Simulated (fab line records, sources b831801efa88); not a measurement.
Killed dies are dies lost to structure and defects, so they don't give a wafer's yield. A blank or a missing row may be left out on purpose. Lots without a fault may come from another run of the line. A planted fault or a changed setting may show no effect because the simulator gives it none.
A struck lot beside a sound one | flow sky130 | 15 steps out of a route of 708
Sound: wafers L986.1, L986.3, L986.5. Struck: wafers L997.1, L997.3, L997.5. The cause comes at the end.
At each step with rows: each side's tool, then ch and its chambers, then its first start. Under that, the readings that differ: sound wafers | struck wafers | difference of the means | sigmas: that difference in standard deviations of wafers without a fault.
alike: readings whose means differ by less than 2 such deviations, and words and numbers that are the same on both sides. not compared: withheld readings, readings that some wafer has no value for, bounds like >300 that may hide the same value, and numbers for which the record gives no deviation and whose values overlap.
The two part at a step that has a row with sigmas, a row that says differs or no value, or rows on one side only. Numbers that don't overlap but have no deviation are shown without sigmas and don't part them. A reading that every wafer of one side lacks parts them only if that side has two wafers or more.

first, 1 step without rows for these wafers: SKY_LDD_HVP_IMPLANT_08.
SKY_LDD_HVP_STRIP_09: strips in O2/N2.
  sound on plasma_asher-04 ch 0,1, day 23 01:46; struck on plasma_asher-04 ch 0,1, day 26 15:58
  reading               | sound             | struck            | difference | sigmas
  oes_product_au (a.u.) | 0.408 0.412 0.405 | 0.402 0.391 0.399 | -0.011     | -2
  alike: drypump_motor_current_A, strip_time_to_endpoint_s
  not compared: rf_hours_counter_h
SKY_LDD_HVP_TW_MEAS_10:
  sound on film_metro-04, day 23 01:52; struck on film_metro-03, day 26 16:04
  alike: LDD_HVP_TW
then, 7 steps without rows for these wafers: SKY_LDD_LDN_DEHYDRATE_00 (time 60 s); SKY_LDD_LDN_HMDS_01 (prime time 60 s); SKY_LDD_LDN_COAT_02 (resist thk 1140 nm); SKY_LDD_LDN_SOFTBAKE_03 (time 60 s); SKY_LDD_LDN_EXPOSE_04 (exposes mask LDNTM, target cd 700 nm); SKY_LDD_LDN_PEB_05; SKY_LDD_LDN_DEVELOP_06 (develop time 60 s).
SKY_LDD_LDN_OVL_MEAS_07:
  sound on overlay-02, day 24 07:53; struck on overlay-01, day 27 20:49
  alike: LDD_LDN_OVL
then, 1 step without rows for these wafers: SKY_LDD_LDN_IMPLANT_08.
SKY_LDD_LDN_IMPLANT_09:
  sound on implanter-02 ch 0, day 24 08:04; struck on implanter-02 ch 0, day 27 21:00
  reading            | sound                            | struck                        | difference | sigmas
  dose_ions_cm2      | 1.2486e+13 1.2502e+13 1.2492e+13 | 1.18e+13 1.1815e+13 1.183e+13 | -6.78e+11  | -52
  faraday_current_uA | 70.5 68.9 71.7                   | 67.3 64.1 70.0                | -3.2       | -2
then, 1 step without rows for these wafers: SKY_LDD_LDN_IMPLANT_10.
-- the record jumps here: 21 days lie between the struck wafers' starts before and after (it left off in module LDD_LDN and takes up again in module PAD_OPEN, whose first step shown is number 708 of the route) --
SKY_PAD_OPEN_PROBE_99:
  sound on prober-01, day 46 19:55; struck on prober-01, day 49 02:06
  alike: killed_at_M0_to_M3, killed_at_M4_up, killed_at_contacts, killed_at_front_end, killed_at_other, killed_dies, killed_on_rim, killed_open, killed_short

WHERE THEY PART
First at SKY_LDD_HVP_STRIP_09; last, within this record, at SKY_LDD_LDN_IMPLANT_09. Later steps at which nothing parts them and some readings are alike: SKY_PAD_OPEN_PROBE_99.

WHY: what the simulator had put in
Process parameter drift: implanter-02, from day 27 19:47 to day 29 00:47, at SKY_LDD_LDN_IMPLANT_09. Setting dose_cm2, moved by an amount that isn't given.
